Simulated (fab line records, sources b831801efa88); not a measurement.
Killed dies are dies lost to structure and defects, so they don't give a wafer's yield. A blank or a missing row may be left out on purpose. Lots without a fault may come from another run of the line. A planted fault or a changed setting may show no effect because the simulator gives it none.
A struck lot beside a sound one | flow sky130 | 43 steps out of a route of 708
Sound: wafers L631.1, L631.2, L631.5. Struck: wafers L643.1, L643.3, L643.4. The cause comes at the end.
At each step with rows: each side's tool, then ch and its chambers, then its first start. Under that, the readings that differ: sound wafers | struck wafers | difference of the means | sigmas: that difference in standard deviations of wafers without a fault.
alike: readings whose means differ by less than 2 such deviations, and words and numbers that are the same on both sides. not compared: withheld readings, readings that some wafer has no value for, bounds like >300 that may hide the same value, and numbers for which the record gives no deviation and whose values overlap.
The two part at a step that has a row with sigmas, a row that says differs or no value, or rows on one side only. Numbers that don't overlap but have no deviation are shown without sigmas and don't part them. A reading that every wafer of one side lacks parts them only if that side has two wafers or more.

SKY_VIA4_THK_MEAS_01:
  sound on film_metro-02, day 44 00:45; struck on film_metro-03, day 47 08:56
  alike: VIA4_HDPCVD_THK
then, 1 step without rows for these wafers: SKY_VIA4_CMP_02 (polishes SiO2).
SKY_VIA4_BOW_MEAS_03:
  sound on film_metro-02, day 44 01:07; struck on film_metro-02, day 47 09:19
  alike: VIA4_BOW
then, 7 steps without rows for these wafers: SKY_VIA4_DEHYDRATE_04 (time 60 s); SKY_VIA4_HMDS_05 (prime time 60 s); SKY_VIA4_COAT_06 (resist thk 1140 nm); SKY_VIA4_SOFTBAKE_07 (time 60 s); SKY_VIA4_EXPOSE_08 (exposes mask VIM4, target cd 800 nm); SKY_VIA4_PEB_09; SKY_VIA4_DEVELOP_10 (develop time 60 s).
SKY_VIA4_OVL_MEAS_11:
  sound on overlay-01, day 44 23:12; struck on overlay-01, day 47 23:40
  alike: VIA4_OVL
then, 1 step without rows for these wafers: SKY_VIA4_ETCH_12 (etches SiO2 in C4F8/O2/Ar, stops on TiN, target depth 580 nm).
SKY_VIA4_STRIP_13: strips in O2/N2.
  sound on plasma_asher-01 ch 0,1, day 44 23:19; struck on plasma_asher-01 ch 0,1, day 47 23:46
  alike: drypump_motor_current_A, oes_product_au, strip_time_to_endpoint_s
  not compared: rf_hours_counter_h
then, 3 steps without rows for these wafers: SKY_VIA4_STRIP_14 (strips in post etch residue remover, time 1200 s); SKY_VIA4_CLEAN_15 (cleans in IPA, time 180 s); SKY_VIA4_CLEAN_16 (cleans in O3/DIW).
SKY_VIA4_SPUTTER_17: material TiN, target thk 20 nm, time 80 s.
  sound on pvd_sputter-03, day 44 23:56; struck on pvd_sputter-03, day 48 00:48
  alike: throttle_valve_pct
then, 1 step without rows for these wafers: SKY_VIA4_CVD_18 (deposits W, target thk 505 nm, time 152.14 s).
SKY_VIA4_RS_MEAS_19: measures by four-point-probe.
  sound on film_metro-01, day 45 00:08; struck on film_metro-03, day 48 01:01
  reading            | sound                | struck               | difference | sigmas
  VIA4_W_RS (ohm/sq) | 0.2270 0.2239 0.2243 | 0.2288 0.2311 0.2293 | +0.0047    | +2
SKY_VIA4_THK_MEAS_20: measures by xrf.
  sound on film_metro-01, day 45 00:16; struck on film_metro-03, day 48 01:08
  alike: VIA4_W_THK
then, 1 step without rows for these wafers: SKY_VIA4_CMP_21 (polishes, stops on SiO2, t overpolish 25 s, target thk 0 nm).
SKY_METAL5_SPUTTER_00: material Ti, target thk 15 nm, time 10 s.
  sound on pvd_sputter-04, day 45 00:37; struck on pvd_sputter-04, day 48 01:29
  alike: throttle_valve_pct
SKY_METAL5_SPUTTER_01: material TiN, target thk 20 nm, time 16.7 s.
  sound on pvd_sputter-04, day 45 00:39; struck on pvd_sputter-04, day 48 01:31
  alike: throttle_valve_pct
then, 2 steps without rows for these wafers: SKY_METAL5_SPUTTER_02 (material AlCu, target thk 1150 nm, time 61.2 s); SKY_METAL5_SPUTTER_03 (material Ti, target thk 5 nm, time 3.3 s).
SKY_METAL5_SPUTTER_04: material TiN, target thk 70 nm, time 58.3 s.
  sound on pvd_sputter-04, day 45 00:44; struck on pvd_sputter-04, day 48 01:37
  alike: throttle_valve_pct
SKY_METAL5_RS_MEAS_05: measures by four-point-probe.
  sound on film_metro-01, day 45 00:47; struck on film_metro-04, day 48 01:40
  alike: METAL5_ALCU_RS
SKY_METAL5_THK_MEAS_06: measures by xrf.
  sound on film_metro-01, day 45 00:55; struck on film_metro-04, day 48 01:47
  alike: METAL5_ALCU_THK
then, 8 steps without rows for these wafers: SKY_METAL5_DEHYDRATE_07 (time 60 s); SKY_METAL5_HMDS_08 (prime time 60 s); SKY_METAL5_COAT_09 (resist thk 1800 nm); SKY_METAL5_SOFTBAKE_10 (time 60 s); SKY_METAL5_EXPOSE_11 (exposes mask MM5, target cd 1600 nm); SKY_METAL5_PEB_12; SKY_METAL5_DEVELOP_13 (develop time 60 s); SKY_METAL5_DESCUM_14 (chemistry O2, time 11 s).
SKY_METAL5_METAL_ETCH_15: etches the open film in Cl2/BCl3, stops on SiO2, target depth 1260 nm, time 252 s.
  sound on rie_metal-03 ch 0,1, day 45 21:53; struck on rie_metal-03 ch 0,1, day 48 19:34
  alike: drypump_motor_current_A, mfc_cl2_sccm, oes_product_au, throttle_valve_pct
  not compared: rf_hours_counter_h
then, 5 steps without rows for these wafers: SKY_METAL5_STRIP_16 (strips in O2/N2); SKY_METAL5_STRIP_17 (strips in post etch residue remover, time 1200 s); SKY_METAL5_CLEAN_18 (cleans in IPA, time 180 s); SKY_METAL5_CLEAN_19 (cleans in O3/DIW); SKY_PASSIVATION_CVD_00 (deposits SiO2, target thk 90 nm).
SKY_PAD_OPEN_PROBE_99:
  sound on prober-01, day 47 15:20; struck on prober-01, day 50 09:07
  reading                               | sound             | struck            | difference | sigmas
  defect_limited_yield (%)              | 83.1 82.3 83.9    | 76.2 72.8 71.5    | -9.6       | -5
  killed_at_M4_up                       | 4 4 2             | 46 47 38          | +40        | +19
  killed_dies                           | 83 87 79          | 117 134 140       | +47        | +5
  sort_bin_3_pad_short (%)              | 0.6 1.6 0.4       | 2.2 2.0 1.6       | +1.1       | +2
  sort_bin_5_function (%)               | 10.4 9.8 10.0     | 15.9 16.9 19.5    | +7.4       | +5
  sort_n_pass                           | 409 405 413       | 375 358 352       | -47        | -5
  sort_yield_pct (%)                    | 83.1 82.3 83.9    | 76.2 72.8 71.5    | -9.6       | -5
  model.etest.tester.sort_n_pass        | 409 405 413       | 375 358 352       | -47        |
  model.etest.tester.sort_yield_pct (%) | 83.13 82.32 83.94 | 76.22 72.76 71.54 | -9.62      |
  model.etest.tester.sort_bin_5_pct (%) | 10.37 9.756 9.959 | 15.85 16.87 19.51 | +7.38      |
  alike: killed_at_M0_to_M3, killed_at_contacts, killed_at_front_end, killed_at_other, killed_open, killed_short, sort_bin_6_memory
  not compared: model.etest.tester.sort_bin_3_pct

WHERE THEY PART
First at SKY_VIA4_RS_MEAS_19; last, within this record, at SKY_PAD_OPEN_PROBE_99.

WHY: what the simulator had put in
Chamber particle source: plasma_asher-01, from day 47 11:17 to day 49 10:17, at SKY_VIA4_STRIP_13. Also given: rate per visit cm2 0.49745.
